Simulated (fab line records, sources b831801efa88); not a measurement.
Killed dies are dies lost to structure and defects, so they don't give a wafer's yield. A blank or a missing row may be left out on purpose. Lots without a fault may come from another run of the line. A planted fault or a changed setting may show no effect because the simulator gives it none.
Tool commonality check | flow sky130 | 12 lots, 39 wafers sampled

WHY IT WAS OPENED
At SKY_LI_CONTACT_CD_MEAS_12 the reading cd_nm is flagged on 1 of 12 lots. Wafers without a fault read 169.7 nm, standard deviation 1.6.
Rule: a lot is flagged when every wafer of it that has a number lies more than 4 standard deviations from that mean, or none has a number. The other lots count as sound.

lot  | measured     | on        | cd_nm (nm), wafer by wafer          | flag
L420 | day 28 21:31 | cd_sem-02 | 172.4 171.7 172.3                   |
L421 | day 29 15:50 | cd_sem-02 | 170.1 170.4 170.1                   |
L422 | day 29 17:49 | cd_sem-02 | 172.3 171.1 171.7                   |
L425 | day 31 02:52 | cd_sem-01 | 169.7 168.6 168.1                   |
L427 | day 31 12:56 | cd_sem-02 | 168.4 169.4 168.5                   |
L431 | day 33 00:19 | cd_sem-01 | 135.2 133.8 134.2 134.9 134.1 134.2 | FLAGGED
L434 | day 33 20:32 | cd_sem-02 | 169.2 170.5 169.9                   |
L435 | day 34 04:41 | cd_sem-02 | 169.9 169.0 168.5                   |
L438 | day 34 16:40 | cd_sem-02 | 172.5 172.9 171.1                   |
L437 | day 34 21:05 | cd_sem-02 | 172.7 173.9 172.8                   |
L440 | day 35 12:56 | cd_sem-02 | 169.8 169.5 170.1                   |
L441 | day 35 19:02 | cd_sem-01 | 167.4 168.3 168.2                   |
The numbers of the flagged lots are 134.4 nm on average: -35.3 nm against the usual, or -22 standard deviations.

WHICH TOOL RAN EACH LOT
The record holds 1 process step before the reading, out of a route of 708 steps. In each cell: the tool, then ch and the chambers that the sampled wafers went through, then the start.
lot  | flag    | SKY_LI_CONTACT_EXPOSE_09
L420 |         | krf_scanner-02 ch 0, day 28 08:20
L421 |         | krf_scanner-02 ch 0, day 29 02:37
L422 |         | krf_scanner-01 ch 0, day 29 04:23
L425 |         | krf_scanner-01 ch 0, day 30 13:58
L427 |         | krf_scanner-01 ch 0, day 30 23:04
L431 | FLAGGED | krf_scanner-01 ch 0, day 32 11:08
L434 |         | krf_scanner-02 ch 0, day 33 07:02
L435 |         | krf_scanner-02 ch 0, day 33 15:35
L438 |         | krf_scanner-01 ch 0, day 34 03:57
L437 |         | krf_scanner-01 ch 0, day 34 07:50
L440 |         | krf_scanner-02 ch 0, day 34 23:45
L441 |         | krf_scanner-01 ch 0, day 35 06:01
What these steps do:
- SKY_LI_CONTACT_EXPOSE_09: exposes mask LICM1, target cd 170 nm.
- SKY_LI_CONTACT_CD_MEAS_12: target cd 170 nm.

FLAGGED OVER TOTAL, TOOL BY TOOL (the gauges that took the reading come last)
step                      | tool           | lots run | flagged | share of the flagged lots | sound lots run after its first flagged lot
SKY_LI_CONTACT_EXPOSE_09  | krf_scanner-01 | 7        | 1       | all                       | 3 (L438,L437,L441)
SKY_LI_CONTACT_EXPOSE_09  | krf_scanner-02 | 5        | 0       | none                      | -
SKY_LI_CONTACT_CD_MEAS_12 | cd_sem-01      | 3        | 1       | all                       | 1 (L441)
SKY_LI_CONTACT_CD_MEAS_12 | cd_sem-02      | 9        | 0       | none                      | -

WHAT THE TABLE ALLOWS
2 rows of the table ran every flagged lot: krf_scanner-01 at SKY_LI_CONTACT_EXPOSE_09, cd_sem-01 at SKY_LI_CONTACT_CD_MEAS_12.
- krf_scanner-01 at SKY_LI_CONTACT_EXPOSE_09: 1 of its 7 lots flagged. Sound lots ran on it after the first flagged one (L438, L437, L441), which a lasting fault on the whole tool wouldn't allow.
- cd_sem-01 at SKY_LI_CONTACT_CD_MEAS_12: 1 of its 3 lots flagged. Sound lots ran on it after the first flagged one (L441), which a lasting fault on the whole tool wouldn't allow.
No row of the table ran every flagged lot and no sound lot after the first.

WHAT THE SIMULATOR HAD PUT IN
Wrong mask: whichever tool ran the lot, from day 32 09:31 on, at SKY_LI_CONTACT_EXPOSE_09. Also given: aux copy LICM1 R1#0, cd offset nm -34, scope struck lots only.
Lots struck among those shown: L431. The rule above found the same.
